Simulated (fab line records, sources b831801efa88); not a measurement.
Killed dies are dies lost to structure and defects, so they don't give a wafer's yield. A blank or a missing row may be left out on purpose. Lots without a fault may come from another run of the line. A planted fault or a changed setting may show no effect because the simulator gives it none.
Which tool did it? | flow gf180mcu | 13 lots, 39 wafers sampled, at 4 steps of a route of 602

WHAT THE GAUGES READ, wafer by wafer
GF_MVPSD_TW_MEAS_11. Usual: MVPSD_TW 556, standard deviation 5.5.
lot  | measured     | on            | MVPSD_TW    | flag
L126 | day 5 02:49  | film_metro-03 | 551 553 552 |
L127 | day 5 06:51  | film_metro-04 | 554 558 558 |
L128 | day 5 12:35  | film_metro-04 | 563 562 559 |
L130 | day 6 01:31  | film_metro-03 | 550 548 550 |
L131 | day 6 09:58  | film_metro-03 | 547 549 550 |
L134 | day 6 23:51  | film_metro-04 | 555 556 556 |
L138 | day 8 00:43  | film_metro-03 | 551 548 550 |
L142 | day 8 21:01  | film_metro-04 | 563 565 561 |
L143 | day 9 05:18  | film_metro-04 | 563 562 562 |
L145 | day 9 18:55  | film_metro-03 | 550 551 550 |
L146 | day 10 00:10 | film_metro-04 | 560 563 561 |
L147 | day 10 06:18 | film_metro-03 | 553 556 556 |
L148 | day 10 10:18 | film_metro-04 | 561 561 564 |

GF_VT_IMPLANT_RS_MEAS_49: measures by four-point-probe. Usual: MVPSD_RS 1168.3 ohm/sq, standard deviation 2.7.
lot  | measured     | on            | MVPSD_RS (ohm/sq)    | flag
L126 | day 7 14:38  | film_metro-03 | 1171.2 1172.7 1174.5 |
L127 | day 7 19:50  | film_metro-04 | 1167.3 1167.8 1165.2 |
L128 | day 8 01:59  | film_metro-04 | 1164.7 1167.5 1169.0 |
L130 | day 8 16:06  | film_metro-04 | 1172.9 1168.1 1172.5 |
L131 | day 9 02:13  | film_metro-04 | 1166.0 1166.9 1166.0 |
L134 | day 9 18:28  | film_metro-03 | 1170.0 1173.5 1170.3 |
L138 | day 10 21:55 | film_metro-02 | 1170.2 1167.2 1164.2 |
L142 | day 11 21:08 | film_metro-04 | 1169.2 1169.5 1170.5 |
L143 | day 12 07:02 | film_metro-04 | 1164.4 1164.2 1167.2 |
L145 | day 12 21:58 | film_metro-02 | 1169.2 1166.8 1168.2 |
L146 | day 13 03:41 | film_metro-02 | 1164.7 1164.9 1164.3 |
L147 | day 13 10:47 | film_metro-03 | 1166.0 1166.3 1169.3 |
L148 | day 13 14:10 | film_metro-04 | 1171.4 1171.3 1170.8 |

GF_POLY_GATE_OVL_MEAS_11. Usual: POLY_GATE_OVL 5 nm, standard deviation 4.2.
lot  | measured     | on         | POLY_GATE_OVL (nm) | flag
L126 | day 9 04:38  | overlay-02 | 2 -1 3             |
L127 | day 9 10:50  | overlay-02 | 12 6 13            |
L128 | day 9 17:14  | overlay-01 | 11 10 12           |
L130 | day 10 07:17 | overlay-02 | 6 6 5              |
L131 | day 10 17:20 | overlay-02 | 4 8 4              |
L134 | day 11 11:56 | overlay-01 | -1 8 2             |
L138 | day 12 16:44 | overlay-01 | 6 5 11             |
L142 | day 13 18:53 | overlay-01 | 12 6 11            |
L143 | day 14 03:26 | overlay-01 | 7 1 4              |
L145 | day 14 19:20 | overlay-01 | -1 6 9             |
L146 | day 15 01:29 | overlay-02 | 1 4 9              |
L147 | day 15 09:55 | overlay-02 | 1 6 8              |
L148 | day 15 13:23 | overlay-01 | 2 3 5              |

WHICH TOOL RAN EACH LOT (tool, then ch and the chambers of the sampled wafers, then the start)
lot  | GF_DUAL_GATE_STRIP_13
L126 | plasma_asher-01 ch 0,1, day 8 08:02
L127 | plasma_asher-03 ch 0,1, day 8 14:20
L128 | plasma_asher-02 ch 0,1, day 8 20:59
L130 | plasma_asher-02 ch 0,1, day 9 10:06
L131 | plasma_asher-02 ch 0,1, day 9 20:53
L134 | plasma_asher-03 ch 0,1, day 10 14:10
L138 | plasma_asher-03 ch 0,1, day 11 18:03
L142 | plasma_asher-01 ch 0,1, day 12 19:17
L143 | plasma_asher-02 ch 0,1, day 13 03:59
L145 | plasma_asher-01 ch 0,1, day 13 19:31
L146 | plasma_asher-02 ch 0,1, day 14 01:01
L147 | plasma_asher-01 ch 0,1, day 14 09:20
L148 | plasma_asher-03 ch 0,1, day 14 12:03
- GF_DUAL_GATE_STRIP_13: strips in O2/N2.

WHAT THE TOOLS THEMSELVES READ (means of the sampled wafers that have a number; where no wafer has one, the mark that the record gives instead)
GF_DUAL_GATE_STRIP_13. Usual: drypump_motor_current_A 5.6 A, standard deviation 0.38; heater_power_w 347 W, standard deviation 27; oes_product_au 0.716 a.u., standard deviation 0.0047; platen_temp_c 249.98 C, standard deviation 0.19; strip_time_to_endpoint_s 12.62 s, standard deviation 0.037.
lot  | tool            | drypump_motor_current_A (A) | heater_power_w (W) | oes_product_au (a.u.) | platen_temp_c (C) | strip_time_to_endpoint_s (s) | flag
L126 | plasma_asher-01 | 5.7                         | 336                | 0.716                 | 249.89            | 12.64                        |
L127 | plasma_asher-03 | 5.4                         | 387                | 0.718                 | 249.93            | 12.55                        |
L128 | plasma_asher-02 | 5.9                         | 317                | 0.714                 | 249.92            | 12.61                        |
L130 | plasma_asher-02 | 5.9                         | 322                | 0.713                 | 250.00            | 12.57                        |
L131 | plasma_asher-02 | 5.8                         | 329                | 0.714                 | 250.20            | 12.61                        |
L134 | plasma_asher-03 | 5.6                         | 380                | 0.715                 | 250.12            | 12.59                        |
L138 | plasma_asher-03 | 5.5                         | 385                | 0.858                 | 249.80            | -                            | OFF
L142 | plasma_asher-01 | 5.4                         | 333                | 0.717                 | 249.92            | 12.68                        |
L143 | plasma_asher-02 | 5.9                         | 326                | 0.711                 | 250.07            | 12.65                        |
L145 | plasma_asher-01 | 5.4                         | 337                | 0.715                 | 250.09            | 12.59                        |
L146 | plasma_asher-02 | 5.9                         | 324                | 0.714                 | 249.99            | 12.61                        |
L147 | plasma_asher-01 | 5.4                         | 335                | 0.711                 | 250.17            | 12.61                        |
L148 | plasma_asher-03 | 5.4                         | 386                | 0.715                 | 249.79            | 12.60                        |

THE ANSWER, worked out from the rows above alone
Rule: a lot is off if the mean of its wafers that have a number lies more than 3 standard deviations from the usual mean. A lot without any number at a reading at which 4 lots or more have one is off too. The other lots that the step has rows for count as sound. The gauges are gone through in route order, then the tools' own readings, and for those a lot's mean is taken as printed above. The first step at which some lot is off is used, and at that step the reading that is off furthest; a lot without a number counts as furthest.
Off: L138, at GF_DUAL_GATE_STRIP_13 (strip_time_to_endpoint_s). Without a number there: L138.
A tool fits if, at that step or a process step before it, it ran every lot that is off, and no sound lot after the first of them. None of those tried fits.

WHAT THE SIMULATOR HAD PUT IN
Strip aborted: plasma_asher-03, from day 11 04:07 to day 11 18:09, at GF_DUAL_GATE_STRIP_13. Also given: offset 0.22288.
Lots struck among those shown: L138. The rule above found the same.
